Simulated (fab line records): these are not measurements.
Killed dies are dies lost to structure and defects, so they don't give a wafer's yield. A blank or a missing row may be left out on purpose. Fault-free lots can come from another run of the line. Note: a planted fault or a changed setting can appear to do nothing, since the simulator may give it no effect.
fab line records	flow sky130
record: lots: 7	wafers: 18	last-day: 50
route steps=708 shown POLY_GATE@219
lots untouched by any fault: they come from a run of this same line in which no faults occurred
start-h: start of the lot's first displayed wafer, in hours after the record's first day	wait-h: hours from the lot's prior step to this one	" as in the row above	L1.1+2: several wafers, shown together as one row	- no value present, or no start provided	* or withheld: withheld	< > ~ a bound
route shown NAME@n: names a module that has steps shown in the file, with the first one's number in the route	usual: average and standard deviation across the fault-free wafers	same: alike in all rows	chamber/n: place in a boat	sites: readings site by site	_std_site: standard deviation of those values	_edge_site: inner sites' mean taken away from outer sites' mean	radius-mm: how far each site lies from the wafer's centre	mask NAME#n: copy n	behind: tool/chamber where the wafer was last shaped	hold: why the lot was held/for how many hours/how that ended	device: the n, p or np transistor that did not switch	end of line: tests run on the same wafers once the route is complete	a step without rows: its recipe alone	killed: the dies lost at the first sort to structure and to defects; this is not the yield of the wafer	map: shows each die of a wafer: x if killed, . if not, _ if none is there
set.NAME: the setting as run; set.NAME@STEP: as run at that earlier step	model.NAME: the simulator's own value behind a step, which no gauge read
a table for each step, a row for each wafer; lots at some steps of the route
services: when a tool's chamber went out of use (start-h, in hours from the record's first day, below 0 if earlier), for how many hours, and the reason
== steps ==
step: SKY_POLY_GATE_DEHYDRATE_05
recipe: temp-c: 200	time-s: 60
step: SKY_POLY_GATE_HMDS_06
recipe: prime-time-s: 60	prime-temp-c: 120
step: SKY_POLY_GATE_COAT_07
recipe: resist: BARC	temp-c: withheld	time-s: withheld	spin-rpm: 3000	resist-thk-nm: 110
step: SKY_POLY_GATE_COAT_08
recipe: resist: KrF-thick	spin-rpm: 3000	resist-thk-nm: 450
step: SKY_POLY_GATE_SOFTBAKE_09
recipe: temp-c: 100	time-s: 90	resist: KrF-thick
step: SKY_POLY_GATE_EXPOSE_10
recipe: mask-id: P1M	na: 0.68	source-shape: conventional	sigma-outer: 0.6	target-cd-nm: 150	dose-mj: 28
step: SKY_POLY_GATE_PEB_11
recipe: peb-temp-c: withheld	peb-time-s: withheld	resist: KrF-thick
step: SKY_POLY_GATE_DEVELOP_12
recipe: develop-time-s: 60	resist: KrF-thick	dev-temp-c: 21
step: SKY_POLY_GATE_CD_MEAS_13
recipe: target-cd-nm: 150
usual: cd-nm: 149.7/1.2
lot.wafer	tool	chamber	start-h	wait-h	cd-nm
L970.1	cd-sem-02	-	387.38	-	148.3
L970.2	"	-	"	"	148.2
L970.5	"	-	"	"	148.8
L975.1	cd-sem-01	-	433.84	-	148.3
L975.6	"	-	"	"	148.3
L976.4	cd-sem-02	-	444.45	-	149.2
L976.6	"	-	"	"	150.3
L978.1	cd-sem-01	-	457.96	-	150.4
L978.4	"	-	"	"	148.0
L980.2	cd-sem-01	-	470.03	-	150.1
L980.3	"	-	"	"	150.7
L980.5	"	-	"	"	150.2
L988.1	cd-sem-02	-	533.43	-	149.2
L988.3	"	-	"	"	150.7
L988.4	"	-	"	"	150.7
L992.2	cd-sem-02	-	560.15	-	149.5
L992.3	"	-	"	"	149.2
L992.6	"	-	"	"	148.4
step: SKY_POLY_GATE_OVL_MEAS_14
usual: POLY_GATE_OVL: 1/5.9
lot.wafer	tool	chamber	start-h	wait-h	POLY_GATE_OVL[nm]
L970.1	overlay-02	-	387.50	0.1	-12
L970.2	"	-	"	"	-7
L970.5	"	-	"	"	-14
L975.1	overlay-01	-	433.96	0.1	-9
L975.6	"	-	"	"	-3
L976.4	overlay-01	-	444.53	0.1	0
L976.6	"	-	"	"	-4
L978.1	overlay-02	-	458.08	0.1	-6
L978.4	"	-	"	"	-10
L980.2	overlay-01	-	470.13	0.1	2
L980.3	"	-	"	"	9
L980.5	"	-	"	"	9
L988.1	overlay-02	-	533.55	0.1	-4
L988.3	"	-	"	"	0
L988.4	"	-	"	"	7
L992.2	overlay-01	-	560.26	0.1	-3
L992.3	"	-	"	"	5
L992.6	"	-	"	"	-2
step: SKY_POLY_GATE_ETCH_15
recipe: chemistry: N2/H2	target: BARC	ion-energy-ev: 200	source-w: 500	bias-w: 100	pressure-mtorr: 30	n2-flow-sccm: 100	h2-flow-sccm: 200	stop-on: SiO2	time-s: 118.5	target-depth-a: 1100
usual: bias-w: 100.00/0.29	drypump-motor-current-A: 5.8/0.34	oes-product-au: 0.717/0.0051	throttle-valve-pct: 13.211/0.0086
lot.wafer	tool	chamber	start-h	wait-h	bias-w	drypump-motor-current-A	oes-product-au	rf-hours-counter-h	throttle-valve-pct
L970.1	rie-diel-02	2	387.54	0.0	100.35	5.4	0.714	7	13.218
L970.2	"	3	"	"	100.22	6.1	0.718	10	13.218
L970.5	"	0	"	"	100.34	6.0	0.711	-	13.199
L975.1	rie-diel-03	3	433.99	0.0	99.87	5.7	0.722	6	13.208
L975.6	"	1	"	"	99.94	5.2	0.713	-	13.211
L976.4	rie-diel-01	2	444.59	0.1	99.91	5.7	0.725	-	13.212
L976.6	"	0	"	"	100.07	6.0	0.722	-	13.209
L978.1	rie-diel-02	2	458.12	0.0	100.18	5.4	0.720	9	13.198
L978.4	"	3	"	"	99.91	6.2	0.715	11	13.226
L980.2	rie-diel-03	1	470.16	0.0	99.64	5.2	0.720	3	13.213
L980.3	"	0	"	"	100.63	6.4	0.715	7	13.202
L980.5	"	2	"	"	100.41	6.2	0.712	-	13.219
L988.1	rie-diel-01	0	533.59	0.0	99.71	6.0	0.721	84	13.212
L988.3	"	3	"	"	99.54	5.9	0.703	1	13.218
L988.4	"	3	"	"	100.04	5.9	0.721	-	13.211
L992.2	rie-diel-01	3	560.29	0.0	100.50	5.9	0.714	2	13.216
L992.3	"	2	"	"	99.75	5.7	0.722	34	13.201
L992.6	"	3	"	"	100.12	5.9	0.713	-	13.208
step: SKY_POLY_GATE_ETCH_16
recipe: stop-on: poly-Si	chemistry: CH3F/O2	target: Si3N4	source-w: 400	bias-w: 80	pressure-mtorr: 25	ch3f-flow-sccm: 40	O2_flow_sccm: 30	time-s: 147.5	target-depth-a: 750
usual: bias-w: 79.99/0.24	drypump-motor-current-A: 5.8/0.35	oes-product-au: 0.640/0.0047	throttle-valve-pct: 10.536/0.0093
lot.wafer	tool	chamber	start-h	wait-h	bias-w	drypump-motor-current-A	oes-product-au	rf-hours-counter-h	throttle-valve-pct
L970.1	rie-diel-02	2	387.62	0.0	80.10	5.4	0.638	7	10.531
L970.2	"	3	"	"	80.51	6.1	0.635	10	10.533
L970.5	"	0	"	"	80.08	6.0	0.633	-	10.530
L975.1	rie-diel-03	3	434.08	0.0	80.05	5.8	0.640	6	10.550
L975.6	"	1	"	"	79.97	5.2	0.638	-	10.521
L976.4	rie-diel-01	2	444.68	0.0	79.93	5.7	0.646	-	10.553
L976.6	"	0	"	"	80.09	6.0	0.633	-	10.540
L978.1	rie-diel-02	2	458.20	0.0	80.26	5.4	0.640	9	10.532
L978.4	"	3	"	"	79.86	6.1	0.647	11	10.551
L980.2	rie-diel-03	1	470.25	0.0	79.89	5.2	0.631	3	10.538
L980.3	"	0	"	"	80.20	6.4	0.638	7	10.526
L980.5	"	2	"	"	80.04	6.2	0.635	-	10.547
L988.1	rie-diel-01	0	533.67	0.0	80.36	5.9	0.641	84	10.530
L988.3	"	3	"	"	79.69	5.9	0.638	1	10.535
L988.4	"	3	"	"	80.01	5.9	0.642	-	10.514
L992.2	rie-diel-01	3	560.37	0.0	80.18	5.9	0.644	2	10.554
L992.3	"	2	"	"	79.89	5.6	0.634	34	10.526
L992.6	"	3	"	"	79.97	5.9	0.642	-	10.553
step: SKY_POLY_GATE_ETCH_17
recipe: target-depth-nm: 180	stop-on: SiO2	over-etch-frac: 0.56667	chemistry: HBr/Cl2	target: poly-Si	icp-w: 400	bias-w: 100	pressure-mtorr: 10	HBr_flow_sccm: 150	Cl2_flow_sccm: 50	time-s: 70.5
usual: bias-w: 100.0/0.32	drypump-motor-current-A: 5.8/0.48	mfc-cl2-sccm: 49.99/0.14	oes-product-au: 0.986/0.0071	throttle-valve-pct: 33.684/0.0084
lot.wafer	tool	chamber	start-h	wait-h	bias-w	drypump-motor-current-A	mfc-cl2-sccm	oes-product-au	rf-hours-counter-h	throttle-valve-pct	model.POLY_GATE.feature-depth-nm	model.etch.depth-nm	model.KrF-thick_of_POLY_GATE_COAT_08.thk-nm
L970.1	rie-si-01	0	387.72	0.0	99.9	5.5	49.78	0.978	1	33.679	177.7	177.7	138.2
L970.2	"	2	"	"	100.3	5.7	50.06	0.989	10	33.679	178.3	178.3	141.3
L970.5	"	3	"	"	99.8	6.2	50.02	0.979	-	33.686	177.6	177.6	145.7
L975.1	rie-si-01	0	434.18	0.0	100.0	5.5	49.80	0.851	1	33.677	144.3	144.3	158.3
L975.6	"	1	"	"	99.9	6.1	50.13	0.982	-	33.699	176.1	176.1	136.4
L976.4	rie-si-01	1	444.73	0.0	99.9	6.1	50.10	0.866	1	33.685	146.7	146.7	160.9
L976.6	"	1	"	"	99.8	6.1	49.99	0.981	-	33.684	176.3	176.3	138.9
L978.1	rie-si-01	3	458.30	0.0	99.9	6.3	49.92	0.845	29	33.694	143.6	143.6	157.5
L978.4	"	2	"	"	100.1	5.7	50.08	0.858	10	33.681	145.7	145.7	162
L980.2	rie-si-02	1	470.35	0.0	99.5	5.8	50.10	0.986	8	33.684	177.7	177.7	137.7
L980.3	"	2	"	"	100.2	6.4	49.93	0.991	5	33.681	177.9	177.9	131.3
L980.5	"	3	"	"	100.4	4.7	49.89	0.990	-	33.669	179.2	179.2	140.8
L988.1	rie-si-01	1	533.77	0.0	100.1	6.0	50.04	0.980	1	33.689	177.3	177.3	138.7
L988.3	"	3	"	"	99.4	6.2	49.97	0.987	30	33.670	177.7	177.7	138.4
L988.4	"	0	"	"	100.2	5.5	49.63	0.983	2	33.666	177.9	177.9	140.6
L992.2	rie-si-02	3	560.47	0.0	100.8	4.7	49.77	0.978	3	33.680	176.8	176.8	136.8
L992.3	"	2	"	"	100.0	6.4	49.76	0.978	5	33.690	176.8	176.8	139.2
L992.6	"	2	"	"	100.1	6.4	49.82	0.970	-	33.693	177.1	177.1	137.8
step: SKY_POLY_GATE_STRIP_18
recipe: chemistry: O2/N2	power-w: 1400	pressure-mtorr: 1500	platen-temp-c: withheld	o2-flow-sccm: 3000	n2-flow-sccm: 300	overash-fraction: 0.5
usual: drypump-motor-current-A: 5.88/0.25	oes-product-au: 0.361/0.0045	strip-time-to-endpoint-s: 3.170/0.03
same: overash-fraction: 0.5
lot.wafer	tool	chamber	start-h	wait-h	drypump-motor-current-A	oes-product-au	rf-hours-counter-h	strip-time-to-endpoint-s
L970.1	plasma-asher-03	1	387.78	0.0	5.28	0.360	73	3.139
L970.2	"	0	"	"	6.06	0.365	73	3.188
L970.5	"	1	"	"	5.30	0.360	-	3.236
L975.1	plasma-asher-03	0	434.23	0.0	6.06	0.378	79	3.377
L975.6	"	1	"	"	5.31	0.359	-	3.154
L976.4	plasma-asher-01	1	444.81	0.1	6.22	0.361	-	3.380
L976.6	"	1	"	"	6.24	0.362	-	3.151
L978.1	plasma-asher-02	1	458.35	0.0	5.78	0.371	31	3.362
L978.4	"	1	"	"	5.77	0.373	-	3.405
L980.2	plasma-asher-02	0	470.40	0.0	5.84	0.370	33	3.127
L980.3	"	0	"	"	5.84	0.361	-	3.067
L980.5	"	0	"	"	5.83	0.369	-	3.179
L988.1	plasma-asher-01	1	533.83	0.0	6.22	0.360	11	3.162
L988.3	"	1	"	"	6.21	0.362	-	3.146
L988.4	"	0	"	"	5.92	0.358	-	3.176
L992.2	plasma-asher-01	1	560.53	0.0	6.21	0.352	13	3.135
L992.3	"	1	"	"	6.20	0.368	-	3.149
L992.6	"	0	"	"	5.92	0.356	-	3.129
step: SKY_POLY_GATE_CLEAN_19
recipe: chemistry: SC1/SC2	mix: 1:4:20	temp-c: 70	time-s: 150	dry: n2-spin
== services ==
tool	chamber	start-h	hours	kind
rie-diel-03	-	366.19	0.1	repair
rie-diel-02	3	380.74	3.9	repair
rie-diel-01	2	381.79	5.1	repair
rie-si-02	2	382.23	4.8	repair
rie-diel-03	-	404.20	1.1	repair
rie-diel-03	2	407.00	14.4	repair
rie-diel-01	3	416.77	-	clean
rie-diel-01	3	416.77	33.9	scheduled-down
rie-diel-01	3	416.77	33.9	vent-cycle
plasma-asher-01	-	421.25	9.0	pm
plasma-asher-02	-	427.56	5.8	repair
rie-diel-02	3	438.89	5.9	repair
rie-diel-02	-	439.11	0.1	repair
rie-si-02	3	446.66	6.6	repair
rie-diel-03	2	454.59	2.4	repair
rie-diel-01	1	458.00	1.3	repair
rie-diel-02	0	471.89	2.7	repair
rie-si-01	-	488.06	4.3	pm
rie-diel-03	-	502.10	0.3	repair
rie-si-02	0	510.77	4.4	repair
plasma-asher-01	-	518.98	3.6	repair
rie-diel-01	1	525.22	-	clean
plasma-asher-02	-	527.09	2.8	pm
rie-si-01	-	538.83	14.6	pm
== key ==
first-sign: step: SKY_POLY_GATE_ETCH_17	reading: oes-product-au	direction: down	sigmas: 19	usual: 0.986	struck: 0.855
effect: step: SKY_POLY_GATE_STRIP_18	reading: strip-time-to-endpoint-s	direction: up	sigmas: 7.1	usual: *	struck: *
model-effect: step: SKY_POLY_GATE_ETCH_17	value: POLY_GATE.feature-depth-nm	without: 177.2	struck: 145.1
met-at SKY_POLY_GATE_ETCH_17
struck-wafers L975.1,L976.4,L978.1,L978.4
later-rows-left-out L975.1,L976.4,L978.1,L978.4
sort-left-out L975.1,L976.4,L978.1,L978.4
tester-left-out L975,L976,L978
onset-between 387.72 434.18
fault: kind: process-parameter-drift	tool: rie-si-01	chamber: -	onset-h: 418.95	steps: SKY_POLY_GATE_ETCH_17	channel: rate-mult	offset: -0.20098	shape: step	end-h: 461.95	scope: struck-wafers-only
tester-left-out: of these lots the tester's yield and bins aren't shown, on N5 and GAA mostly nor the transistor test; their killed dies are dies lost to structure and defects alone, not to doping, threshold or leakage, so they don't give the yield
sort-left-out: the simulated sort isn't trusted on such a fault, so these wafers' sort isn't shown, and their yield isn't known
later-rows-left-out: the simulator's readings of these wafers behind a module that went badly wrong aren't trusted and aren't shown, but for the sort
